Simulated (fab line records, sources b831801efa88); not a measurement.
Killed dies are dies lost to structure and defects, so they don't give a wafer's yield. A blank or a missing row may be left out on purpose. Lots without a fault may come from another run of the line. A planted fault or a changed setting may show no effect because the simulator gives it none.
Which tool did it? | flow sky130 | 7 lots, 21 wafers sampled, at 1 step of a route of 708

WHAT THE GAUGES READ, wafer by wafer
SKY_POLY_GATE_THK_MEAS_21.
lot  | measured     | on            | POLY_GATE_OXIDATION_THK (nm)
L846 | day 18 01:58 | film_metro-03 | 3.99 3.98 4.11
L851 | day 19 00:11 | film_metro-04 | 3.94 3.97 4.00
L852 | day 19 10:05 | film_metro-03 | 4.01 3.94 3.97
L854 | day 20 03:11 | film_metro-03 | 3.82 3.81 3.86
L858 | day 21 14:07 | film_metro-04 | 4.02 3.94 3.89
L863 | day 23 09:39 | film_metro-03 | 3.93 4.00 3.85
L867 | day 24 09:48 | film_metro-04 | 3.87 3.87 3.85

WHICH TOOL RAN EACH LOT (tool, then ch and the chambers of the sampled wafers, then the start)
The record holds no process step before these readings.

THE ANSWER, worked out from the rows above alone
Rule: what is usual is taken from the lots themselves. Put in order of their means at a reading, lots are off if they are a third of the lots or fewer, leave a main group of 4 or more, and stand apart from it by a gap of 3 or more times the standard deviation of the main group's means; of several such gaps the widest counts. A main group whose means are all the same, to the digits that the tables above print for the reading, isn't used. A lot without any number at a reading at which 4 lots or more have one is off too. The other lots that the step has rows for count as sound.
No lot is off at any reading shown: from this, nothing can be told.

WHAT THE SIMULATOR HAD PUT IN
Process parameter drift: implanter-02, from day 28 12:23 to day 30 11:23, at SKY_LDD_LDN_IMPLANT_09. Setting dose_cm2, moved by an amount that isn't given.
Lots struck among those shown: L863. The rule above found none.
